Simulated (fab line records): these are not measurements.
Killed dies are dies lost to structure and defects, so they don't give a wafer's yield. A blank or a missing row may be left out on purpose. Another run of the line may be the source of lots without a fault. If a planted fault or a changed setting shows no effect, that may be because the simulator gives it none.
One fault through the eyes of 2 desks    flow sky130    every desk sees just its own numbers, and what lay behind them comes last

## AT THE TOOL OWNER'S DESK: wet-bench-01
The tool's own readings at SKY_FIELD_ISO_WET_ETCH_30 (etches SiO2 in dHF, target depth 25 nm, time 50 s): means of the sampled wafers that have a number, for each lot that ran on this tool. If a lot's mean is further than 4 standard deviations from the usual mean, the lot is out of limits and carries the mark OUT (the distance appears in the brackets).
Columns: A = bath-heat-duty-pct at SKY_FIELD_ISO_WET_ETCH_30, usual 6.4 %; B = temp-c at SKY_FIELD_ISO_WET_ETCH_30, usual 24.98 C
lot   first seen here  A               B
L523  day 4 01:01      6.2             25.01
L528  day 5 04:30      26.7 (+30) OUT  39.77 (+99 or more) OUT
This desk finds L528 out of limits, L528 being first, at day 5 04:30 (bath-heat-duty-pct at SKY_FIELD_ISO_WET_ETCH_30). L523 stayed within limits.

## METROLOGY DESK
Lot by lot, what the gauges showed, no matter which tool ran the lot: averages of those sampled wafers that carry a number. If a lot's mean is further than 4 standard deviations from the usual mean, the lot is out of limits and carries the mark OUT (the distance appears in the brackets).
Columns: A = FIELD_ISO_OXIDATION_01_THK at SKY_FIELD_ISO_THK_MEAS_23, usual 9.89 nm; B = FIELD_ISO_CVD_24_THK at SKY_FIELD_ISO_THK_MEAS_25, usual 593 nm; C = NWELL_OXIDATION_THK at SKY_NWELL_THK_MEAS_02, usual 9.85 nm; D = DNWELL_TW at SKY_DNWELL_TW_MEAS_09, usual 1123; E = PWDE_OVL at SKY_PWDE_OVL_MEAS_07, usual -0.5 nm; F = PWDE_TW at SKY_PWDE_TW_MEAS_10, usual 378
lot   first seen here  A     B    C      D     E     F
L523  day 3 21:11      9.83  594  9.91   1123  0.0   373
L524  day 4 01:21      9.71  595  9.62   1121  1.2   381
L528  day 5 01:55      9.96  590  10.01  1126  -0.5  371
L536  day 6 17:04      9.70  596  9.80   1147  0.6   374
L539  day 7 07:20      9.90  595  9.72   1139  -0.3  375
This desk's finding: nothing out of limits on any of the 5 lots.

## TAKEN TOGETHER
The tool owner's desk had the chance to raise an alarm at day 5 04:30 on L528.
The metrology desk saw nothing out of limits.
The metrology desk has L528 on record, within its limits.
On wet-bench-01, each named lot ran SKY_FIELD_ISO_WET_ETCH_30.

## WHAT THE SIMULATOR PUT IN
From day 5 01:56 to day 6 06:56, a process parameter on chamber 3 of wet-bench-01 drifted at SKY_FIELD_ISO_WET_ETCH_30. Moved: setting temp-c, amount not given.
Struck lots among those shown: L528.
Hours from the fault's start to each desk's first reading out of limits: the tool owner's desk, 3.
